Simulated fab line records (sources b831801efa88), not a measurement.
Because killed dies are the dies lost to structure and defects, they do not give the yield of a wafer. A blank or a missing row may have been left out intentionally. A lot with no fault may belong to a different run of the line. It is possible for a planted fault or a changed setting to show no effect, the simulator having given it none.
Which tool did it? + flow sky130 + 30 wafers from 10 lots sampled at 2 of the route's 708 steps

## WHAT THE GAUGES SHOWED, per wafer
SKY_SPACER_THK_MEAS_01. Usual: SPACER_CVD_00_THK typically reads 42.8 nm, with standard deviation 0.4.
| lot  | measured     | on            | SPACER_CVD_00_THK (nm)        | flag |
|------|--------------|---------------|-------------------------------|------|
| L287 | day 23 06:05 | film metro-02 | 41.9 42.3 42.4                |      |
| L288 | day 24 05:58 | film metro-02 | 42.1 42.2 42.4                |      |
| L289 | day 24 17:30 | film metro-04 | 42.8 43.2 43.2                |      |
| L291 | day 24 22:13 | film metro-04 | 42.5 42.6 42.4                |      |
| L290 | day 25 03:04 | film metro-01 | 42.0 42.2 42.0                |      |
| L292 | day 25 11:16 | film metro-04 | 42.5 43.0 43.2                |      |
| L295 | day 26 09:13 | film metro-04 | 42.1 42.1 42.6                |      |
| L299 | day 27 20:02 | film metro-01 | 48.5 48.9 48.2 48.5 48.9 48.2 | OFF  |
| L301 | day 28 08:47 | film metro-01 | 48.3 48.3 48.1 48.3 48.3 48.1 | OFF  |
| L309 | day 30 23:58 | film metro-01 | 43.3 43.4 43.4                |      |

## WHICH TOOL RAN EACH LOT (tool, then ch and the chambers of the sampled wafers, then the start)
| lot  | SKY_SPACER_CVD_00           |
|------|-----------------------------|
| L287 | lpcvd-02 ch 0, day 23 04:51 |
| L288 | lpcvd-02 ch 0, day 24 04:10 |
| L289 | lpcvd-02 ch 0, day 24 16:17 |
| L291 | lpcvd-02 ch 1, day 24 20:59 |
| L290 | lpcvd-02 ch 0, day 25 01:51 |
| L292 | lpcvd-02 ch 0, day 25 10:03 |
| L295 | lpcvd-02 ch 1, day 26 08:00 |
| L299 | lpcvd-02 ch 1, day 27 18:50 |
| L301 | lpcvd-02 ch 1, day 28 07:34 |
| L309 | lpcvd-02 ch 1, day 30 22:46 |
- SKY_SPACER_CVD_00: deposits Si3N4 from DCS/NH3, target thk 43.1 nm, time 740 s.

## AS READ BY THE TOOLS THEMSELVES (means over the sampled wafers that have a number; for cases with no such wafer, the mark the record gives instead)
SKY_SPACER_CVD_00. Usual: spike tc centre C 770.2 C, standard deviation 0.96; zone power centre pct 14.2 %, standard deviation 1; zone power lower pct 12.8 %, standard deviation 0.33; zone power upper pct 12.7 %, standard deviation 0.58.
| lot  | tool     | spike tc centre C (C) | zone power centre pct (%) | zone power lower pct (%) | zone power upper pct (%) | flag |
|------|----------|-----------------------|---------------------------|--------------------------|--------------------------|------|
| L287 | lpcvd-02 | 769.6                 | 15.3                      | 13.1                     | 13.2                     |      |
| L288 | lpcvd-02 | 770.1                 | 15.2                      | 13.2                     | 13.3                     |      |
| L289 | lpcvd-02 | 770.2                 | 15.1                      | 13.2                     | 13.2                     |      |
| L291 | lpcvd-02 | 771.5                 | 13.2                      | 12.6                     | 12.2                     |      |
| L290 | lpcvd-02 | 770.1                 | 15.2                      | 13.2                     | 13.2                     |      |
| L292 | lpcvd-02 | 769.6                 | 15.2                      | 13.0                     | 13.2                     |      |
| L295 | lpcvd-02 | 770.3                 | 13.1                      | 12.5                     | 12.1                     |      |
| L299 | lpcvd-02 | 784.5                 | 16.9                      | 10.6                     | 10.2                     | OFF  |
| L301 | lpcvd-02 | 785.8                 | 17.0                      | 10.7                     | 10.2                     | OFF  |
| L309 | lpcvd-02 | 770.2                 | 13.3                      | 12.4                     | 12.2                     |      |

## THE ANSWER, worked out from the rows above alone
Rule: take the mean of a lot's wafers that have a number; if it is more than 3 standard deviations from the usual mean, the lot is off. A lot without any number at a reading at which 4 lots or more have one is off too. Where the step has rows for the other lots, those lots are counted as sound. After the gauges, taken in route order, come the tools' own readings; for these a lot's mean is taken, as printed above. At the first step where some lot is off, the reading lying furthest off is the one used; lots without a number count as furthest.
Off: L299, L301, seen at SKY_SPACER_THK_MEAS_01 (SPACER_CVD_00_THK).
If a tool, at a process step before that reading, ran all the lots that are off and no sound lot after the first of them, it fits. Not tried: the gauges at SKY_SPACER_THK_MEAS_01; whatever is off there is also off at SKY_SPACER_CVD_00, on other tools, and gauge error can't account for it. Of those tried, none fits.

## WHAT WAS PUT IN BY THE SIMULATOR
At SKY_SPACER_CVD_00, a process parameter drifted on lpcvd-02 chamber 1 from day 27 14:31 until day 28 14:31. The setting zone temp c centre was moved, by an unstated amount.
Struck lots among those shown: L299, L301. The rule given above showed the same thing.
